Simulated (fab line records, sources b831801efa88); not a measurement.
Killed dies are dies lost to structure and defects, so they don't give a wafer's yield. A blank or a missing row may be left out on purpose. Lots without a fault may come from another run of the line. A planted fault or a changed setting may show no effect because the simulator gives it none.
Which tool did it? | flow gf180mcu | 12 lots, 36 wafers sampled, at 1 step of a route of 602

WHAT THE GAUGES READ, wafer by wafer
GF_M2_THK_MEAS_06: measures by xrf.
lot  | measured     | on            | M2_ALCU_THK (nm)
L075 | day 18 16:08 | film_metro-02 | 440 437 434
L077 | day 19 12:02 | film_metro-02 | 449 444 448
L079 | day 20 08:35 | film_metro-02 | 442 439 442
L081 | day 21 07:28 | film_metro-03 | 450 450 453
L083 | day 22 02:47 | film_metro-01 | 438 441 437
L085 | day 22 18:07 | film_metro-02 | 440 440 436
L087 | day 23 07:59 | film_metro-02 | 437 442 437
L089 | day 24 01:41 | film_metro-01 | 439 444 437
L091 | day 24 17:46 | film_metro-03 | 444 445 449
L093 | day 25 08:56 | film_metro-02 | 442 439 436
L095 | day 25 22:04 | film_metro-01 | 448 451 450
L097 | day 26 11:41 | film_metro-02 | 451 451 446

WHICH TOOL RAN EACH LOT (tool, then ch and the chambers of the sampled wafers, then the start)
The record holds no process step before these readings.

THE ANSWER, worked out from the rows above alone
Rule: what is usual is taken from the lots themselves. Put in order of their means at a reading, lots are off if they are a third of the lots or fewer, leave a main group of 4 or more, and stand apart from it by a gap of 3 or more times the standard deviation of the main group's means; of several such gaps the widest counts. A main group whose means are all the same, to the digits that the tables above print for the reading, isn't used. A lot without any number at a reading at which 4 lots or more have one is off too. The other lots that the step has rows for count as sound.
No lot is off at any reading shown: from this, nothing can be told.

WHAT THE SIMULATOR HAD PUT IN
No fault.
